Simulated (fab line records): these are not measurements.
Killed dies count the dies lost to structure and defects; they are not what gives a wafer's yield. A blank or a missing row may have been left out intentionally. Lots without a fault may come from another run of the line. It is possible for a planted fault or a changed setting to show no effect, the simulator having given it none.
fab line records	flow gf180mcu
record lots=14	wafers=42	last-day=34
route steps=602 shown M1@329 V1@352 M2@362
lots with no fault: from the same line, run without faults
start-h: start of the lot's first displayed wafer, in hours after the record's first day	wait-h: hours since the lot's step before	" the same as in the row above	L1.1+2: a row that stands for several wafers	- no value, or no start was given	* or withheld: withheld	< > ~ a bound
route shown NAME@n: names a module that has steps shown in the file, with the first one's number in the route	usual: mean and standard deviation over wafers with no fault	same: alike in all rows	chamber/n: place in a boat	sites: each site's reading	_std_site: the values' standard deviation	_edge_site: inner sites' mean taken away from outer sites' mean	radius-mm: for every site, how far away it sits from the centre of the wafer	mask NAME#n: copy n	behind: the tool/chamber that last shaped the wafer	hold: reason for holding the lot/hours on hold/outcome of the hold	device: the n, p or np transistor that did not switch	end of line: tests of these same wafers at the route's end	where a step has no rows: the recipe by itself	killed: count of dies lost to structure and defects at first sort (not the wafer's yield)	map: dies across one wafer; x = killed, . = not, _ = none there
set.NAME: setting as actually run; set.NAME@STEP: the setting as run at that earlier step	model.NAME: the simulator's own value behind a step, which no gauge read
a sample of lots followed through the steps of the route, with each step as a table and each wafer as a row
services: from which hour (start-h, from the record's first day; less than 0 if before it) a tool's chamber was out of use, for how many hours, and why
## steps
# step GF_M1_CD_MEAS_14
# recipe target-cd-nm=230
# usual cd-nm=229.9/1.4
lot.wafer	tool	chamber	start-h	wait-h	cd-nm
L652.2	cd-sem-01	-	385.28	0.1	231.3
L652.5	"	-	"	"	230.4
L652.6	"	-	"	"	229.1
L653.3	cd-sem-01	-	390.17	0.1	229.9
L653.4	"	-	"	"	230.3
L653.5	"	-	"	"	229.2
L656.1	cd-sem-01	-	421.98	0.1	231.1
L656.2	"	-	"	"	229.8
L656.3	"	-	"	"	230.6
L662.1	cd-sem-01	-	477.30	0.2	230.5
L662.3	"	-	"	"	230.7
L662.6	"	-	"	"	230.5
L663.3	cd-sem-01	-	487.10	0.1	230.7
L663.4	"	-	"	"	230.3
L663.5	"	-	"	"	230.2
L665.3	cd-sem-02	-	502.93	0.1	229.1
L665.4	"	-	"	"	229.6
L665.5	"	-	"	"	228.8
L668.1	cd-sem-02	-	529.64	0.1	230.9
L668.3	"	-	"	"	228.5
L668.6	"	-	"	"	228.8
L669.1	cd-sem-01	-	535.28	0.1	230.4
L669.2	"	-	"	"	230.8
L669.5	"	-	"	"	230.6
L670.3	cd-sem-01	-	540.52	0.1	229.4
L670.5	"	-	"	"	229.9
L670.6	"	-	"	"	229.4
L671.1	cd-sem-01	-	550.06	0.1	229.7
L671.2	"	-	"	"	228.7
L671.5	"	-	"	"	228.5
L672.2	cd-sem-01	-	565.70	0.1	230.1
L672.3	"	-	"	"	230.6
L672.6	"	-	"	"	231.9
L673.2	cd-sem-01	-	565.94	0.3	230.4
L673.4	"	-	"	"	230.4
L673.5	"	-	"	"	229.3
L674.2	cd-sem-01	-	573.20	0.2	229.6
L674.3	"	-	"	"	230.4
L674.6	"	-	"	"	230.8
L675.2	cd-sem-01	-	577.20	0.1	231.0
L675.5	"	-	"	"	230.2
L675.6	"	-	"	"	230.6
# step GF_V1_ETCH_17
# recipe chemistry=C4F8/O2/Ar	mask-material=KrF	target=SiO2	stop-on=TiN	source-w=1500	bias-w=1200	pressure-mtorr=40	c4f8-flow-sccm=withheld	O2_flow_sccm=6	Ar_flow_sccm=300	time-s=withheld	target-depth-a=6300
# usual bias-w=1200/4	chamber-pressure-mTorr=40.00/0.034	oes-product-au=0.855/0.0048	rf-fwd-power-W=1494/5.5
lot.wafer	tool	chamber	start-h	wait-h	bias-w	chamber-pressure-mTorr	oes-product-au	rf-fwd-power-W
L652.2	rie-diel-02	2	409	-	1196	40.03	0.853	1489
L652.5	"	2	"	"	1198	40.01	0.848	1490
L652.6	"	0	"	"	1193	39.90	0.847	1480
L653.3	rie-diel-04	1	415	-	1192	40.00	0.859	1497
L653.4	"	0	"	"	1204	40.01	0.857	1498
L653.5	"	2	"	"	1202	40.02	0.856	1488
L656.1	rie-diel-02	3	448	-	1195	40.03	0.851	1500
L656.2	"	0	"	"	1195	39.96	0.859	1487
L656.3	"	2	"	"	1197	40.01	0.855	1481
L662.1	rie-diel-02	2	503	-	-	-	-	-
L662.3	"	1	"	"	-	-	-	-
L662.6	"	0	"	"	-	-	-	-
L663.3	rie-diel-01	3	512	-	-	-	-	-
L663.4	"	1	"	"	-	-	-	-
L663.5	"	1	"	"	-	-	-	-
L665.3	rie-diel-04	0	527	-	1204	40.00	0.854	1502
L665.4	"	1	"	"	1199	39.96	0.859	1493
L665.5	"	0	"	"	1201	40.01	0.853	1495
L668.1	rie-diel-04	1	553	-	1196	39.99	0.857	1497
L668.3	"	2	"	"	1192	40.01	0.871	1497
L668.6	"	1	"	"	1200	40.01	0.857	1494
L669.1	rie-diel-02	0	559	-	1209	40.02	0.863	1490
L669.2	"	3	"	"	1202	40.02	0.854	1491
L669.5	"	3	"	"	1195	39.95	0.847	1489
L670.3	rie-diel-02	2	565	-	1205	40.03	0.858	1486
L670.5	"	2	"	"	1198	39.98	0.856	1484
L670.6	"	3	"	"	1204	39.99	0.852	1496
L671.1	rie-diel-04	1	573	-	1200	39.98	0.863	1491
L671.2	"	3	"	"	1201	39.96	0.857	1490
L671.5	"	0	"	"	1196	39.98	0.860	1497
L672.2	rie-diel-02	1	589	-	1198	40.04	0.852	1487
L672.3	"	0	"	"	1199	40.03	0.858	1488
L672.6	"	3	"	"	1205	40.01	0.852	1502
L673.2	rie-diel-04	1	589	-	1206	40.01	0.854	1501
L673.4	"	3	"	"	1204	40.05	0.858	1494
L673.5	"	3	"	"	1203	39.95	0.856	1489
L674.2	rie-diel-04	2	596	-	1198	40.07	0.855	1490
L674.3	"	0	"	"	1193	39.96	0.863	1503
L674.6	"	0	"	"	1195	39.99	0.853	1501
L675.2	rie-diel-04	3	599	-	1202	40.00	0.843	1503
L675.5	"	2	"	"	1205	39.97	0.854	1501
L675.6	"	1	"	"	1203	39.95	0.852	1492
# step GF_V1_STRIP_18
# recipe chemistry=O2/N2	power-w=1400	pressure-mtorr=1500	platen-temp-c=250	o2-flow-sccm=3000	n2-flow-sccm=300	overash-fraction=0.5
# usual drypump-motor-current-A=5.4/0.44	heater-power-w=337/17	oes-product-au=0.593/0.0057
lot.wafer	tool	chamber	start-h	wait-h	drypump-motor-current-A	heater-power-w	oes-product-au	rf-hours-counter-h
L652.2	plasma-asher-03	0	410.03	-	5.2	320	0.600	65
L652.5	"	1	"	"	5.4	315	0.608	-
L652.6	"	0	"	"	5.2	316	0.595	-
L653.3	plasma-asher-04	1	415.33	-	6.0	352	0.600	-
L653.4	"	0	"	"	4.9	351	0.606	-
L653.5	"	0	"	"	4.8	345	0.600	-
L656.1	plasma-asher-03	0	448.13	-	5.2	322	0.589	70
L656.2	"	1	"	"	5.4	317	0.589	70
L656.3	"	1	"	"	5.4	315	0.586	-
L662.1	plasma-asher-04	1	503.12	-	6.0	351	0.680	40
L662.3	"	1	"	"	6.1	356	0.676	-
L662.6	"	1	"	"	6.0	349	0.667	-
L663.3	plasma-asher-01	1	512.31	-	5.3	324	0.651	-
L663.4	"	0	"	"	5.1	341	0.681	-
L663.5	"	0	"	"	5.1	347	0.667	-
L665.3	plasma-asher-01	1	527.76	-	5.3	322	0.586	-
L665.4	"	0	"	"	5.2	339	0.593	-
L665.5	"	1	"	"	5.3	322	0.582	-
L668.1	plasma-asher-03	1	553.38	-	5.4	311	0.596	81
L668.3	"	1	"	"	5.4	313	0.589	-
L668.6	"	1	"	"	5.4	312	0.594	-
L669.1	plasma-asher-04	1	559.24	-	6.1	350	0.596	46
L669.2	"	0	"	"	4.8	347	0.595	46
L669.5	"	1	"	"	6.0	351	0.591	-
L670.3	plasma-asher-04	0	565.12	-	4.9	346	0.591	-
L670.5	"	1	"	"	6.0	352	0.583	-
L670.6	"	0	"	"	4.8	344	0.597	-
L671.1	plasma-asher-04	1	573.34	-	6.0	354	0.599	49
L671.2	"	0	"	"	4.8	348	0.603	49
L671.5	"	1	"	"	6.0	360	0.592	-
L672.2	plasma-asher-01	0	589.39	-	5.1	342	0.592	89
L672.3	"	1	"	"	5.3	316	0.594	-
L672.6	"	1	"	"	5.3	323	0.586	-
L673.2	plasma-asher-04	1	589.63	-	6.0	350	0.602	50
L673.4	"	1	"	"	6.0	350	0.593	-
L673.5	"	1	"	"	6.0	347	0.593	-
L674.2	plasma-asher-04	1	596.87	-	6.1	343	0.600	51
L674.3	"	0	"	"	4.8	358	0.579	-
L674.6	"	0	"	"	4.8	353	0.588	-
L675.2	plasma-asher-04	0	599.98	-	4.9	358	0.591	52
L675.5	"	0	"	"	4.9	339	0.593	-
L675.6	"	1	"	"	6.0	353	0.593	-
# step GF_M2_SPUTTER_00
# recipe material=Ti	target-thk-nm=37.5	arriving-ion-energy-ev=80	substrate-temp-c=200	chamber-pressure-pa=2	power-w=4000	time-s=150
# usual cathode-dc-power-W=3999.9/0.72	throttle-valve-pct=30.1/1
lot.wafer	tool	chamber	start-h	wait-h	cathode-dc-power-W	throttle-valve-pct
L652.2	pvd-sputter-04	-	411.38	0.1	4000.6	29.4
L652.5	"	-	"	"	3999.9	29.4
L652.6	"	-	"	"	3999.2	29.3
L653.3	pvd-sputter-04	-	416.55	0.2	3999.0	30.9
L653.4	"	-	"	"	3999.8	29.7
L653.5	"	-	"	"	3999.5	30.1
L656.1	pvd-sputter-02	-	449.45	0.2	4001.0	28.7
L656.2	"	-	"	"	4001.2	31.8
L656.3	"	-	"	"	4000.7	29.7
L665.3	pvd-sputter-04	-	528.95	0.1	4000.4	29.4
L665.4	"	-	"	"	4000.5	31.0
L665.5	"	-	"	"	4000.2	31.0
L668.1	pvd-sputter-04	-	554.62	0.1	4000.2	31.0
L668.3	"	-	"	"	3998.6	30.0
L668.6	"	-	"	"	3999.4	30.8
L669.1	pvd-sputter-02	-	560.47	0.2	4000.0	30.5
L669.2	"	-	"	"	4001.1	29.8
L669.5	"	-	"	"	4001.4	30.4
L670.3	pvd-sputter-03	-	566.35	0.2	4000.7	31.3
L670.5	"	-	"	"	3999.6	29.1
L670.6	"	-	"	"	4001.1	31.1
L671.1	pvd-sputter-03	-	574.57	0.2	4002.3	31.0
L671.2	"	-	"	"	3999.6	31.5
L671.5	"	-	"	"	4000.2	31.7
L672.2	pvd-sputter-02	-	590.66	0.2	3999.7	29.8
L672.3	"	-	"	"	3999.4	30.6
L672.6	"	-	"	"	4000.3	29.3
L673.2	pvd-sputter-03	-	590.90	0.1	3999.6	31.6
L673.4	"	-	"	"	3999.9	28.2
L673.5	"	-	"	"	3999.5	27.9
L674.2	pvd-sputter-04	-	600.52	0.2	3999.2	29.5
L674.3	"	-	"	"	3999.5	30.7
L674.6	"	-	"	"	3999.6	30.9
L675.2	pvd-sputter-03	-	601.66	0.2	4000.1	28.3
L675.5	"	-	"	"	4000.5	29.2
L675.6	"	-	"	"	4000.3	28.5
# step GF_M2_SPUTTER_02
# recipe material=AlCu	target-thk-nm=450	power-w=10600	time-s=23.9	chamber-pressure-pa=0.4
# usual cathode-dc-power-W=10600/2	throttle-valve-pct=30.1/1
lot.wafer	tool	chamber	start-h	wait-h	cathode-dc-power-W	throttle-valve-pct
L652.2	pvd-sputter-04	-	411.51	0.0	10601	29.5
L652.5	"	-	"	"	10599	29.3
L652.6	"	-	"	"	10600	29.6
L653.3	pvd-sputter-04	-	416.68	0.0	10601	30.6
L653.4	"	-	"	"	10598	29.4
L653.5	"	-	"	"	10600	30.6
L656.1	pvd-sputter-02	-	449.58	0.0	10600	29.0
L656.2	"	-	"	"	10600	31.9
L656.3	"	-	"	"	10604	30.0
L665.3	pvd-sputter-04	-	529.09	0.0	10599	29.6
L665.4	"	-	"	"	10602	30.8
L665.5	"	-	"	"	10601	31.0
L668.1	pvd-sputter-04	-	554.77	0.0	10601	30.5
L668.3	"	-	"	"	10600	30.3
L668.6	"	-	"	"	10600	31.0
L669.1	pvd-sputter-02	-	560.60	0.0	10601	30.4
L669.2	"	-	"	"	10598	29.6
L669.5	"	-	"	"	10600	30.5
L670.3	pvd-sputter-03	-	566.48	0.0	10601	31.0
L670.5	"	-	"	"	10600	28.9
L670.6	"	-	"	"	10600	31.3
L671.1	pvd-sputter-03	-	574.70	0.0	10596	31.2
L671.2	"	-	"	"	10600	31.6
L671.5	"	-	"	"	10598	31.8
L672.2	pvd-sputter-02	-	590.79	0.0	10600	29.5
L672.3	"	-	"	"	10601	30.2
L672.6	"	-	"	"	10597	29.6
L673.2	pvd-sputter-03	-	591.03	0.0	10602	31.4
L673.4	"	-	"	"	10601	28.4
L673.5	"	-	"	"	10603	28.4
L674.2	pvd-sputter-04	-	600.65	0.0	10600	29.5
L674.3	"	-	"	"	10603	30.8
L674.6	"	-	"	"	10599	31.2
L675.2	pvd-sputter-03	-	601.79	0.0	10601	28.1
L675.5	"	-	"	"	10601	28.9
L675.6	"	-	"	"	10597	28.2
## services
tool	chamber	start-h	hours	kind
rie-diel-01	2	387.15	14.3	repair
plasma-asher-01	-	387.41	2.8	pm
pvd-sputter-02	-	391.32	5.3	repair
plasma-asher-04	-	391.37	2.6	repair
rie-diel-02	3	406.52	3.8	repair
rie-diel-02	0	413.37	28.6	repair
pvd-sputter-04	-	417.04	0.9	repair
pvd-sputter-02	-	455.40	2.2	repair
pvd-sputter-04	0	458.86	-	consumable-replace:kit
pvd-sputter-04	0	458.86	18.0	scheduled-down
pvd-sputter-02	-	466.03	2.0	repair
rie-diel-01	-	474.33	14.6	pm
rie-diel-04	1	475.97	8.9	repair
plasma-asher-03	-	502.80	1.2	repair
plasma-asher-04	-	506.65	3.9	repair
plasma-asher-01	-	509.49	2.5	repair
rie-diel-01	0	522.61	1.2	repair
pvd-sputter-02	-	525.45	3.6	repair
pvd-sputter-02	-	527.63	2.9	repair
rie-diel-04	0	550.18	15.9	repair
plasma-asher-03	-	555.79	17.4	repair
rie-diel-04	3	559.48	12.6	repair
rie-diel-01	1	562.63	4.7	repair
rie-diel-01	-	576.96	0.6	repair
## key
first-sign step=GF_V1_ETCH_17	reading=tool-record	direction=missing
effect step=GF_V1_STRIP_18	reading=oes-product-au	direction=up	sigmas=14	usual=0.593	struck=0.670
met-at GF_V1_ETCH_17
struck-lots L662,L663
later-rows-left-out L662.1,L662.3,L662.6,L663.3,L663.4,L663.5
sort-left-out L662.1,L662.3,L662.6,L663.3,L663.4,L663.5
not-acting-at GF_M1_CD_MEAS_14,GF_M2_SPUTTER_00,GF_M2_SPUTTER_02
onset-between 448 503
fault kind=skipped-step-whole	tool=rie-diel-01,rie-diel-02	chamber=-	onset-h=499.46	steps=GF_V1_ETCH_17	scope=struck-lots-only
# sort-left-out: the simulated sort isn't trusted on such a fault, so these wafers' sort isn't shown, and their yield isn't known
# later-rows-left-out: the simulator's readings of these wafers behind a module that went badly wrong aren't trusted and aren't shown, but for the sort
